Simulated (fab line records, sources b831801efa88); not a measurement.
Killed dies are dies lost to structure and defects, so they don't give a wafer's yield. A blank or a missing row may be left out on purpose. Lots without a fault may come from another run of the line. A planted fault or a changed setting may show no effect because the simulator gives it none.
fab line records | flow sky130
record lots=7 wafers=21 last_day=51
route steps=708 shown VIA2@527 METAL3@532 CAPM@537
lots that met no fault: from a run of the same line without faults
start_h: hours from the record's first day to the start of the lot's first wafer shown | wait_h: hours since the lot's step before | " the same as in the row above | L1.1+2: a row that stands for several wafers | - no value, or no start given | * or withheld: withheld | < > ~ a bound
route shown NAME@n: a module of which the file shows steps, and the number in the route of the first | usual: mean/standard deviation of fault-free wafers | same: alike in all rows | chamber/n: place in a boat | sites: the reading at each site | _std_site: their standard deviation | _edge_site: outer sites' mean less inner sites' | radius_mm: how far each site lies from the wafer's centre | mask NAME#n: copy n | behind: the tool/chamber that last shaped the wafer | hold: why the lot was held/for how many hours/how that ended | device: the transistor (n, p or np) that didn't switch | end of line: the same wafers' tests at the end of the route | a step without rows: its recipe alone | killed: dies lost to structure and defects at the first sort, not the wafer's yield | map: a wafer's dies, x killed, . not, _ none there
set.NAME: the setting as run; set.NAME@STEP: as run at that earlier step | model.NAME: the simulator's own value behind a step, which no gauge read
lots at some steps of the route; a table a step, a row a wafer
services: from which hour (start_h, from the record's first day; less than 0 if before it) a tool's chamber was out of use, for how many hours, and why
## steps
# step SKY_VIA2_SPUTTER_20
# recipe material=TiN target_thk_nm=20 chamber_pressure_pa=5 power_w=4000 time_s=80
# step SKY_VIA2_CVD_21
# recipe material=W target_thk_nm=420 time_s=126.4 temp_c=400 pressure_torr=40
# step SKY_VIA2_RS_MEAS_22
# recipe thk_meas_gauge=four-point-probe reads=W_of_VIA2_CVD_21+TiN_of_VIA2_SPUTTER_20
# usual VIA2_W_RS=0.272/0.0032
# columns lot.wafer tool chamber start_h wait_h VIA2_W_RS[ohm/sq]
L872.1 film_metro-02 - 905.72 0.1 0.279
L872.5 " - " " 0.275
L872.6 " - " " 0.274
L874.1 film_metro-01 - 912.52 0.1 0.270
L874.2 " - " " 0.277
L874.3 " - " " 0.273
L883.3 film_metro-01 - 1020.50 0.1 0.267
L883.4 " - " " 0.270
L883.5 " - " " 0.265
L878.1 film_metro-04 - 1020.62 0.1 0.271
L878.2 " - " " 0.277
L878.5 " - " " 0.271
L875.1 film_metro-02 - 1021.38 0.1 0.278
L875.3 " - " " 0.277
L875.5 " - " " 0.274
L880.2 film_metro-04 - 1024.69 0.1 0.268
L880.3 " - " " 0.272
L880.4 " - " " 0.273
L887.3 film_metro-02 - 1026.88 0.1 0.275
L887.4 " - " " 0.275
L887.5 " - " " 0.272
# step SKY_VIA2_THK_MEAS_23
# recipe thk_meas_gauge=xrf reads=W_of_VIA2_CVD_21
# usual VIA2_W_THK=435/5.8
# columns lot.wafer tool chamber start_h wait_h VIA2_W_THK[nm]
L872.1 film_metro-02 - 905.84 0.1 421
L872.5 " - " " 429
L872.6 " - " " 428
L874.1 film_metro-01 - 912.64 0.1 434
L874.2 " - " " 423
L874.3 " - " " 431
L883.3 film_metro-01 - 1020.60 0.1 441
L883.4 " - " " 432
L883.5 " - " " 443
L878.1 film_metro-04 - 1020.74 0.1 442
L878.2 " - " " 433
L878.5 " - " " 441
L875.1 film_metro-02 - 1021.50 0.1 432
L875.3 " - " " 431
L875.5 " - " " 436
L880.2 film_metro-04 - 1024.80 0.1 449
L880.3 " - " " 438
L880.4 " - " " 437
L887.3 film_metro-02 - 1026.98 0.1 433
L887.4 " - " " 433
L887.5 " - " " 435
# step SKY_VIA2_CMP_24
# recipe stop_on=SiO2 t_overpolish_s=20 down_force_psi=3.5 platen_rpm=60 target_thk_nm=0 pad_velocity_m_s=0.94248
# usual motor_current_A=11.1/1.4 overpolish_run_s=19.999/0.0088 time_to_endpoint_s=103/3.8
# columns lot.wafer tool chamber start_h wait_h motor_current_A overpolish_run_s time_to_endpoint_s
L872.1 cmp-02 1 905.95 0.1 10.3 19.987 100
L872.5 " 0 " " 10.2 19.998 96
L872.6 " 1 " " 9.6 19.988 100
L874.3 cmp-02 0 912.75 0.1 9.1 20.015 99
L874.2 " 1 " " 10.4 19.991 101
L874.1 " 2 " " 13.1 20.007 108
L883.3 cmp-01 1 1020.64 0.0 10.5 19.997 102
L883.4 " 2 " " 11.9 20.021 100
L883.5 " 2 " " 12.3 19.986 100
L878.1 cmp-02 1 1020.90 0.1 10.9 20.005 102
L878.2 " 2 " " 14.3 19.992 101
L878.5 " 0 " " 10.4 20.012 98
L875.3 cmp-01 3 1021.56 0.0 12.7 19.993 101
L875.1 " 2 " " 12.2 19.992 100
L875.5 " 3 " " 12.5 19.994 107
L880.3 cmp-01 2 1024.90 0.1 11.6 19.996 98
L880.2 " 3 " " 12.4 20.001 110
L880.4 " 0 " " 10.0 19.994 110
L887.3 cmp-01 0 1027.12 0.1 9.8 20.009 108
L887.4 " 1 " " 10.6 20.003 104
L887.5 " 2 " " 11.5 19.985 103
# step SKY_METAL3_SPUTTER_00
# recipe material=Ti target_thk_nm=15 power_w=3000 time_s=10 chamber_pressure_pa=0.4
# usual cathode_dc_power_W=3000.0/0.58 chamber_pressure_pa=0.3999/0.00078 throttle_valve_pct=29.9/1
# columns lot.wafer tool chamber start_h wait_h cathode_dc_power_W chamber_pressure_pa throttle_valve_pct
L872.1 pvd_sputter-02 - 906.20 0.2 3000.1 0.4000 30.6
L872.5 " - " " 2999.8 0.3999 29.8
L872.6 " - " " 3000.8 0.4002 30.7
L874.1 pvd_sputter-01 - 913.00 0.1 3000.4 0.3998 29.5
L874.2 " - " " 3000.0 0.4005 28.8
L874.3 " - " " 3000.3 0.3999 30.9
L883.3 pvd_sputter-02 - 1020.94 0.2 2999.1 0.3990 29.9
L883.4 " - " " 2999.7 0.3971 30.6
L883.5 " - " " 2999.7 0.3994 30.8
L878.1 pvd_sputter-01 - 1021.10 0.1 3000.0 0.4007 29.0
L878.2 " - " " 3000.0 0.4009 30.5
L878.5 " - " " 2999.9 0.3998 30.5
L875.1 pvd_sputter-03 - 1021.86 0.1 3000.4 0.4019 27.3
L875.3 " - " " 3000.5 0.3998 28.9
L875.5 " - " " 3001.2 0.4000 30.9
L880.2 pvd_sputter-01 - 1025.15 0.1 3000.5 0.3999 30.7
L880.3 " - " " 3001.3 0.3998 29.6
L880.4 " - " " 3000.5 0.3992 31.3
L887.3 pvd_sputter-01 - 1027.32 0.1 3000.0 0.3990 31.2
L887.4 " - " " 3000.8 0.3997 30.3
L887.5 " - " " 3000.3 0.3995 30.8
# step SKY_METAL3_SPUTTER_01
# recipe material=TiN target_thk_nm=20 power_w=6500 time_s=16.7 chamber_pressure_pa=0.4
# usual cathode_dc_power_W=6500.1/1.1 chamber_pressure_pa=0.3999/0.00093 throttle_valve_pct=29.9/1.1
# columns lot.wafer tool chamber start_h wait_h cathode_dc_power_W chamber_pressure_pa throttle_valve_pct
L872.1 pvd_sputter-02 - 906.22 0.0 6500.2 0.4015 30.6
L872.5 " - " " 6498.8 0.3997 29.6
L872.6 " - " " 6499.1 0.3996 30.7
L874.1 pvd_sputter-01 - 913.03 0.0 6502.9 0.3997 29.4
L874.2 " - " " 6501.2 0.4003 29.2
L874.3 " - " " 6499.2 0.3986 31.1
L883.3 pvd_sputter-02 - 1020.96 0.0 6499.0 0.4002 29.7
L883.4 " - " " 6498.3 0.4002 30.8
L883.5 " - " " 6501.4 0.4006 30.6
L878.1 pvd_sputter-01 - 1021.12 0.0 6499.0 0.3993 29.1
L878.2 " - " " 6502.0 0.3997 30.5
L878.5 " - " " 6498.8 0.3991 30.7
L875.1 pvd_sputter-03 - 1021.88 0.0 6501.4 0.3989 27.5
L875.3 " - " " 6499.9 0.3991 28.9
L875.5 " - " " 6499.0 0.4002 31.0
L880.2 pvd_sputter-01 - 1025.17 0.0 6499.8 0.3991 30.7
L880.3 " - " " 6500.0 0.3982 29.5
L880.4 " - " " 6499.6 0.4005 31.2
L887.3 pvd_sputter-01 - 1027.34 0.0 6500.6 0.4009 31.3
L887.4 " - " " 6497.5 0.4011 30.4
L887.5 " - " " 6499.7 0.4014 30.8
# step SKY_METAL3_SPUTTER_02
# recipe material=AlCu target_thk_nm=735 power_w=10600 time_s=39.1 chamber_pressure_pa=0.4
# step SKY_METAL3_SPUTTER_03
# recipe material=Ti target_thk_nm=5 power_w=3000 time_s=3.3 chamber_pressure_pa=0.4
# step SKY_METAL3_SPUTTER_04
# recipe material=TiN target_thk_nm=70 power_w=6500 time_s=58.3 chamber_pressure_pa=0.4
# usual cathode_dc_power_W=6500.0/1.2 chamber_pressure_pa=0.4000/0.00073 throttle_valve_pct=29.9/1
# columns lot.wafer tool chamber start_h wait_h cathode_dc_power_W chamber_pressure_pa throttle_valve_pct
L872.1 pvd_sputter-02 - 906.30 0.0 6500.0 0.4006 30.6
L872.5 " - " " 6499.6 0.4002 29.6
L872.6 " - " " 6498.8 0.3993 30.7
L874.1 pvd_sputter-01 - 913.11 0.0 6499.2 0.3999 29.5
L874.2 " - " " 6499.8 0.4004 28.9
L874.3 " - " " 6497.5 0.3996 31.4
L883.3 pvd_sputter-02 - 1021.04 0.0 6501.1 0.3998 29.9
L883.4 " - " " 6498.6 0.4000 30.5
L883.5 " - " " 6500.4 0.4018 30.6
L878.1 pvd_sputter-01 - 1021.21 0.0 6499.6 0.4009 29.3
L878.2 " - " " 6499.3 0.3996 30.3
L878.5 " - " " 6499.6 0.3991 30.5
L875.1 pvd_sputter-03 - 1021.97 0.0 6500.3 0.4003 27.4
L875.3 " - " " 6500.4 0.3992 28.8
L875.5 " - " " 6499.7 0.3995 30.4
L880.2 pvd_sputter-01 - 1025.26 0.0 6500.4 0.4004 30.7
L880.3 " - " " 6499.3 0.3996 29.4
L880.4 " - " " 6499.1 0.3990 31.3
L887.3 pvd_sputter-01 - 1027.42 0.0 6498.6 0.3999 30.7
L887.4 " - " " 6501.2 0.4003 30.7
L887.5 " - " " 6499.3 0.4004 31.1
# step SKY_CAPM_CVD_00
# recipe material=SiO2 target_thk_nm=15.5 temp_c=400 time_s=withheld rf_w=450
# usual heater_power_w=699/93
# columns lot.wafer tool chamber start_h wait_h heater_power_w
L872.1 pecvd-03 2 906.35 0.0 603
L872.5 " 1 " " 673
L872.6 " 0 " " 765
L874.1 pecvd-02 2 913.16 0.0 700
L874.2 " 1 " " 850
L874.3 " 2 " " 699
L883.3 pecvd-02 1 1021.09 0.0 944
L883.4 " 2 " " 651
L883.5 " 0 " " 637
L878.1 pecvd-01 1 1021.26 0.0 552
L878.2 " 0 " " 680
L878.5 " 1 " " 548
L875.1 pecvd-03 1 1022.02 0.0 737
L875.3 " 0 " " 767
L875.5 " 0 " " 771
L880.2 pecvd-03 2 1025.31 0.0 645
L880.3 " 0 " " 637
L880.4 " 1 " " 742
L887.3 pecvd-02 0 1027.48 0.0 653
L887.4 " 2 " " 730
L887.5 " 0 " " 629
# step SKY_CAPM_THK_MEAS_01
# recipe reads=SiO2_of_CAPM_CVD_00
# usual CAPM_CVD_00_THK=15.54/0.26
# columns lot.wafer tool chamber start_h wait_h CAPM_CVD_00_THK[nm]
L872.1 film_metro-04 - 906.37 - 15.24
L872.5 " - " " 15.43
L872.6 " - " " 15.59
L874.1 film_metro-04 - 913.19 - 15.40
L874.2 " - " " 15.21
L874.3 " - " " 16.11
L883.3 film_metro-03 - 1021.13 - 15.45
L883.4 " - " " 15.98
L883.5 " - " " 15.99
L878.1 film_metro-01 - 1021.28 - 15.62
L878.2 " - " " 15.11
L878.5 " - " " 15.79
L875.1 film_metro-01 - 1022.04 - 15.25
L875.3 " - " " 15.54
L875.5 " - " " 15.91
L880.2 film_metro-03 - 1025.34 - 15.36
L880.3 " - " " 15.34
L880.4 " - " " 15.55
L887.3 film_metro-01 - 1027.53 - 15.49
L887.4 " - " " 15.77
L887.5 " - " " 15.65
# step SKY_CAPM_SPUTTER_02
# recipe material=TiN target_thk_nm=200 temp_c=300 power_w=6500 time_s=166.7 chamber_pressure_pa=0.4
# usual cathode_dc_power_W=6500.1/1.2 chamber_pressure_pa=0.3999/0.00075 substrate_temp_c=299.97/0.18 throttle_valve_pct=30.2/0.92
# columns lot.wafer tool chamber start_h wait_h cathode_dc_power_W chamber_pressure_pa substrate_temp_c throttle_valve_pct
L872.1 pvd_sputter-04 - 906.43 0.1 6498.2 0.3999 300.11 29.8
L872.5 " - " " 6501.0 0.4003 299.79 30.2
L872.6 " - " " 6498.8 0.4000 300.07 29.0
L874.1 pvd_sputter-04 - 913.25 0.1 6501.4 0.4008 299.90 29.8
L874.2 " - " " 6498.4 0.4000 299.79 28.8
L874.3 " - " " 6498.2 0.4001 299.91 32.0
L883.3 pvd_sputter-04 - 1021.17 0.0 - - - -
L883.4 " - " " - - - -
L883.5 " - " " - - - -
L878.1 pvd_sputter-02 - 1021.34 0.1 - - - -
L878.2 " - " " - - - -
L878.5 " - " " - - - -
L875.1 pvd_sputter-01 - 1022.10 0.1 - - - -
L875.3 " - " " - - - -
L875.5 " - " " - - - -
L880.2 pvd_sputter-01 - 1025.39 0.0 6503.3 0.4006 300.04 29.7
L880.3 " - " " 6499.3 0.3997 299.98 30.6
L880.4 " - " " 6500.5 0.3999 299.98 31.0
L887.3 pvd_sputter-01 - 1027.57 0.0 6499.9 0.3994 299.80 30.6
L887.4 " - " " 6500.0 0.4018 299.84 31.0
L887.5 " - " " 6500.0 0.4018 299.80 31.1
# step SKY_CAPM_RS_MEAS_03
# recipe thk_meas_gauge=four-point-probe reads=TiN_of_CAPM_SPUTTER_02
# usual CAPM_TIN_RS=6.89/0.083
# columns lot.wafer tool chamber start_h wait_h hold CAPM_TIN_RS[ohm/sq]
L872.1 film_metro-03 - 906.54 0.1 - 6.84
L872.5 " - " " - 6.96
L872.6 " - " " - 6.94
L874.1 film_metro-01 - 913.36 0.1 - 6.76
L874.2 " - " " - 6.85
L874.3 " - " " - 6.85
L883.3 film_metro-04 - 1021.32 0.1 await_dispo/0.2h/release -
L883.4 " - " " await_dispo/0.2h/release -
L883.5 " - " " await_dispo/0.2h/release -
L883.3 film_metro-04 - 1021.61 0.3 - -
L883.4 " - " " - -
L883.5 " - " " - -
L878.1 film_metro-03 - 1021.45 0.1 await_dispo/0.2h/release -
L878.2 " - " " await_dispo/0.2h/release -
L878.5 " - " " await_dispo/0.2h/release -
L878.1 film_metro-03 - 1021.73 0.3 - -
L878.2 " - " " - -
L878.5 " - " " - -
L875.1 film_metro-04 - 1022.21 0.1 await_dispo/0.2h/release -
L875.3 " - " " await_dispo/0.2h/release -
L875.5 " - " " await_dispo/0.2h/release -
L875.1 film_metro-04 - 1022.49 0.3 - -
L875.3 " - " " - -
L875.5 " - " " - -
L880.2 film_metro-01 - 1025.52 0.1 - 6.76
L880.3 " - " " - 6.70
L880.4 " - " " - 6.74
L887.3 film_metro-03 - 1027.71 0.1 - 6.84
L887.4 " - " " - 6.93
L887.5 " - " " - 6.96
## services
# columns tool chamber start_h hours kind
cmp-01 - 895.79 1.2 repair
pecvd-02 0 896.40 23.1 repair
cmp-01 - 908.71 0.5 repair
cmp-01 - 912.00 4.0 pm
cmp-01 - 913.98 1.6 repair
pecvd-02 2 915.37 5.5 scheduled_down
cmp-01 - 916.00 - consumable_replace:conditioner
cmp-01 - 916.00 - consumable_replace:pad
pecvd-01 1 916.64 13.8 repair
cmp-01 - 923.15 0.9 repair
cmp-01 - 937.20 6.7 repair
cmp-02 - 943.92 3.6 pm
pvd_sputter-03 2 951.53 - consumable_replace:kit
pvd_sputter-03 2 951.53 18.0 scheduled_down
pvd_sputter-03 2 951.53 18.0 vent_cycle
pecvd-03 0 970.14 2.1 scheduled_down
pecvd-03 1 972.27 5.5 scheduled_down
pecvd-03 1 986.28 2.1 scheduled_down
pvd_sputter-04 - 992.80 5.1 repair
pvd_sputter-02 1 1001.83 - consumable_replace:kit
pvd_sputter-02 1 1001.83 18.0 scheduled_down
pvd_sputter-02 1 1001.83 18.0 vent_cycle
pvd_sputter-01 - 1009.04 2.4 repair
pecvd-02 1 1024.06 5.5 scheduled_down
## key
first_sign step=SKY_CAPM_SPUTTER_02 reading=tool_record direction=missing
effect step=SKY_CAPM_RS_MEAS_03 reading=visit direction=added
met_at SKY_CAPM_SPUTTER_02
struck_wafers L875.1,L875.3,L875.5,L878.1,L878.2,L878.5,L883.3,L883.4,L883.5
scrapped_behind SKY_CAPM_RS_MEAS_03 L875.1,L875.3,L875.5,L878.1,L878.2,L878.5,L883.3,L883.4,L883.5
onset_between 913.25 1021.17
fault kind=skipped_step_whole tool=pvd_sputter-01,pvd_sputter-02,pvd_sputter-04 chamber=- onset_h=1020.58 steps=SKY_CAPM_SPUTTER_02 scope=struck_lots_only
